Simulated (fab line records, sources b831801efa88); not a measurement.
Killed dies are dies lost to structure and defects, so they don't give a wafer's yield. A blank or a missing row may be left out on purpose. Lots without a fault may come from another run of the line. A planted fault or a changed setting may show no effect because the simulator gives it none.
A struck lot beside a sound one | flow sky130 | 27 steps out of a route of 708
Sound: wafers L166.2, L166.4, L166.5. Struck: wafers L162.2, L162.4, L162.5. The cause comes at the end.
At each step with rows: each side's tool, then ch and its chambers, then its first start. Under that, the readings that differ: sound wafers | struck wafers | difference of the means | sigmas: that difference in standard deviations of wafers without a fault.
alike: readings whose means differ by less than 2 such deviations, and words and numbers that are the same on both sides. not compared: withheld readings, readings that some wafer has no value for, bounds like >300 that may hide the same value, and numbers for which the record gives no deviation and whose values overlap.
The two part at a step that has a row with sigmas, a row that says differs or no value, or rows on one side only. Numbers that don't overlap but have no deviation are shown without sigmas and don't part them. A reading that every wafer of one side lacks parts them only if that side has two wafers or more.

SKY_VT_ADJUST_LVTN_STRIP_20: strips in O2/N2.
  sound on plasma_asher-04 ch 1, day 11 15:25; struck on plasma_asher-03 ch 0, day 10 10:31
  alike: chamber_pressure_mTorr, drypump_motor_current_A, oes_product_au, strip_time_to_endpoint_s
  not compared: rf_hours_counter_h
SKY_VT_ADJUST_LVTN_TW_MEAS_21:
  sound on film_metro-03, day 11 15:32; struck on film_metro-04, day 10 10:38
  alike: VT_ADJUST_LVTN_2_TW
then, 7 steps without rows for these wafers: SKY_VT_ADJUST_NCORE_DEHYDRATE_00 (time 60 s); SKY_VT_ADJUST_NCORE_HMDS_01 (prime time 60 s); SKY_VT_ADJUST_NCORE_COAT_02 (resist thk 1140 nm); SKY_VT_ADJUST_NCORE_SOFTBAKE_03 (time 60 s); SKY_VT_ADJUST_NCORE_EXPOSE_04 (exposes mask LVTN COMPLEMENT THIN, target cd 380 nm); SKY_VT_ADJUST_NCORE_PEB_05; SKY_VT_ADJUST_NCORE_DEVELOP_06 (develop time 60 s).
SKY_VT_ADJUST_NCORE_CD_MEAS_07: target cd 380 nm.
  sound on cd_sem-02, day 12 15:28; struck on cd_sem-01, day 11 09:10
  reading    | sound             | struck            | difference | sigmas
  cd_nm (nm) | 375.9 374.3 377.7 | 379.8 382.5 380.5 | +5.0       | +2
SKY_VT_ADJUST_NCORE_OVL_MEAS_08:
  sound on overlay-02, day 12 15:35; struck on overlay-01, day 11 09:16
  alike: VT_ADJUST_NCORE_OVL
then, 1 step without rows for these wafers: SKY_VT_ADJUST_NCORE_IMPLANT_09.
SKY_VT_ADJUST_NCORE_STRIP_10: strips in O2/N2.
  sound on plasma_asher-02 ch 0,1, day 12 15:46; struck on plasma_asher-02 ch 0,1, day 11 09:27
  no value came back on the struck wafers for chamber_pressure_mTorr (mTorr), drypump_motor_current_A (A), oes_product_au (a.u.), strip_time_to_endpoint_s (s); on the sound wafers chamber_pressure_mTorr (mTorr) reads 1501.2 1499.4 1501.0
  reading                                              | sound | struck         | difference | sigmas
  model.NOVOLAK_of_VT_ADJUST_NCORE_COAT_02.thk_nm (nm) | 0 0 0 | 1143 1137 1140 | +1140      |
  not compared: rf_hours_counter_h
SKY_VT_ADJUST_NCORE_TW_MEAS_11:
  sound on film_metro-01, day 12 15:52; struck on film_metro-01, day 11 09:34
  alike: VT_ADJUST_NCORE_TW
then, 7 steps without rows for these wafers: SKY_VT_ADJUST_HVTR_DEHYDRATE_00 (time 60 s); SKY_VT_ADJUST_HVTR_HMDS_01 (prime time 60 s); SKY_VT_ADJUST_HVTR_COAT_02 (resist thk 1140 nm); SKY_VT_ADJUST_HVTR_SOFTBAKE_03 (time 60 s); SKY_VT_ADJUST_HVTR_EXPOSE_04 (exposes mask HVTRM, target cd 380 nm); SKY_VT_ADJUST_HVTR_PEB_05; SKY_VT_ADJUST_HVTR_DEVELOP_06 (develop time 60 s).
SKY_VT_ADJUST_HVTR_CD_MEAS_07: target cd 380 nm.
  sound on cd_sem-02, day 13 17:24; struck on cd_sem-02, day 12 09:28
  alike: cd_nm
SKY_VT_ADJUST_HVTR_OVL_MEAS_08:
  sound on overlay-01, day 13 17:31; struck on overlay-02, day 12 09:35
  alike: VT_ADJUST_HVTR_OVL
then, 1 step without rows for these wafers: SKY_VT_ADJUST_HVTR_IMPLANT_09.
SKY_VT_ADJUST_HVTR_STRIP_10: strips in O2/N2.
  sound on plasma_asher-01 ch 0, day 13 17:41; struck on plasma_asher-02 ch 0,1, day 12 09:46
  reading                      | sound             | struck            | difference | sigmas
  drypump_motor_current_A (A)  | 5.0 5.0 5.0       | 5.7 5.7 6.3       | +0.9       | +2
  strip_time_to_endpoint_s (s) | 14.12 14.08 14.10 | 31.28 31.18 31.20 | +17.12     | +99 or more
  alike: chamber_pressure_mTorr, oes_product_au
  not compared: rf_hours_counter_h
SKY_VT_ADJUST_HVTR_TW_MEAS_11:
  sound on film_metro-01, day 13 17:48; struck on film_metro-02, day 12 10:05
  reading           | sound             | struck         | difference | sigmas
  VT_ADJUST_HVTR_TW | 211.6 211.0 211.5 | 30.4 30.3 30.1 | -181.1     | -99 or more
  not compared: hold
then, 1 step without rows for these wafers: SKY_PAD_OPEN_PROBE_99.

WHERE THEY PART
First at SKY_VT_ADJUST_NCORE_CD_MEAS_07; last, within this record, at SKY_VT_ADJUST_HVTR_TW_MEAS_11.

WHY: what the simulator had put in
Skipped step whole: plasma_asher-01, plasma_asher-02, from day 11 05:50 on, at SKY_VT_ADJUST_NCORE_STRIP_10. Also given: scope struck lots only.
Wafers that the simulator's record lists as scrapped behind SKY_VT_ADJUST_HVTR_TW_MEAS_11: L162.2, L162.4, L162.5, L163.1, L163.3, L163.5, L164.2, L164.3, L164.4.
